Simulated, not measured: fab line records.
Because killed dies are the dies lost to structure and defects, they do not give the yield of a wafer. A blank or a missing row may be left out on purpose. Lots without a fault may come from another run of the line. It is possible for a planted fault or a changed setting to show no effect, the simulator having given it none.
Which tool is to blame? | flow sfq_line | 14 lots (42 wafers sampled), 1 step of a 325-step route

## WHAT THE GAUGES SHOWED, per wafer
No reading from a measuring or inspecting step in the record can be judged against a usual standard deviation.

## WHAT TOOL EACH LOT RAN ON (gives the tool, then ch and the chambers of the sampled wafers, and finally the start)
lot  | SFQ_TRILAYER_L0_ETCH_METAL_ETCH_008
L270 | rie_metal-04 ch 0,1, day 4 11:34
L271 | rie_metal-02 ch 0,1, day 4 17:34
L272 | rie_metal-03 ch 0,1, day 5 01:58
L273 | rie_metal-04 ch 1, day 5 10:34
L274 | rie_metal-04 ch 0, day 5 22:09
L277 | rie_metal-03 ch 0,1, day 6 13:47
L282 | rie_metal-02 ch 0,1, day 7 11:23
L284 | rie_metal-04 ch 0,1, day 7 22:11
L285 | rie_metal-04 ch 0,1, day 8 04:11
L286 | rie_metal-02 ch 0,1, day 8 13:31
L287 | rie_metal-02 ch 0,1, day 8 19:31
L288 | rie_metal-03 ch 0,1, day 9 03:55
L290 | rie_metal-02 ch 0,1, day 9 08:43
L292 | rie_metal-02 ch 0,1, day 9 11:34
- SFQ_TRILAYER_L0_ETCH_METAL_ETCH_008: etches MoNx KI in SF6/O2, stops on SiO2, target depth 50 nm, time 25 s.

## WHAT THE TOOLS THEMSELVES READ (means of the sampled wafers that have a number; where no wafer has one, the mark that the record gives instead)
SFQ_TRILAYER_L0_ETCH_METAL_ETCH_008. Usual: bias_w 80.00 W, standard deviation 0.23; drypump_motor_current_A 5.7 A, standard deviation 0.43; oes_product_au 0.872 a.u., standard deviation 0.007; rf_fwd_power_W 592.8 W, standard deviation 2.5.
lot  | tool         | bias_w (W) | drypump_motor_current_A (A) | oes_product_au (a.u.) | rf_fwd_power_W (W) | flag
L270 | rie_metal-04 | 80.18      | 5.9                         | 0.883                 | 591.0              |
L271 | rie_metal-02 | 80.38      | 5.3                         | 0.872                 | 592.1              |
L272 | rie_metal-03 | 79.94      | 6.3                         | 0.873                 | 596.0              |
L273 | rie_metal-04 | 80.14      | 6.0                         | 0.873                 | 590.6              |
L274 | rie_metal-04 | 80.26      | 5.8                         | 0.883                 | 595.7              |
L277 | rie_metal-03 | 79.98      | 6.1                         | 0.876                 | 593.3              |
L282 | rie_metal-02 | 79.97      | 5.3                         | 0.867                 | 593.6              |
L284 | rie_metal-04 | 79.79      | 5.9                         | 0.860                 | 559.9              | OFF
L285 | rie_metal-04 | 80.00      | 5.9                         | 0.873                 | 528.2              | OFF
L286 | rie_metal-02 | 80.19      | 5.3                         | 0.870                 | 589.6              |
L287 | rie_metal-02 | 79.90      | 5.3                         | 0.875                 | 594.8              |
L288 | rie_metal-03 | 79.72      | 6.3                         | 0.875                 | 594.7              |
L290 | rie_metal-02 | 80.07      | 5.2                         | 0.868                 | 590.0              |
L292 | rie_metal-02 | 80.05      | 5.1                         | 0.868                 | 591.5              |

## THE ANSWER, worked out from the rows above alone
Rule: a lot counts as off when the mean over its wafers that have a number is more than 3 standard deviations away from the usual mean. A lot without any number at a reading at which 4 lots or more have one is off too. Any other lot the step has rows for is counted as sound. After the gauges, taken in route order, come the tools' own readings; for these a lot's mean is taken, as printed above. The first step at which some lot is off is used, and at that step the reading that is off furthest; a lot without a number counts as furthest.
Off, at SFQ_TRILAYER_L0_ETCH_METAL_ETCH_008 on rf_fwd_power_W: L284, L285.
A tool fits if, at that step or a process step before it, it ran every lot that is off, and no sound lot after the first of them. One candidate fits, namely rie_metal-04 at SFQ_TRILAYER_L0_ETCH_METAL_ETCH_008. A fault onset in the window from L274 (day 5 22:09, its last sound lot) to L284 (day 7 22:11, its first lot off) fits.
The tool's own readings at SFQ_TRILAYER_L0_ETCH_METAL_ETCH_008 bear it out: on the lots that are off they differ by more than 5 times the standard deviation of the sound lots' means. rf_fwd_power_W reads 544.0 W there against 592.7 W on the sound lots.

## WHAT THE SIMULATOR HAD INSERTED
rie_metal-04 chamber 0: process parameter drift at SFQ_TRILAYER_L0_ETCH_METAL_ETCH_008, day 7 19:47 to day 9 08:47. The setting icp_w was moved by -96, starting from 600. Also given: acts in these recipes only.
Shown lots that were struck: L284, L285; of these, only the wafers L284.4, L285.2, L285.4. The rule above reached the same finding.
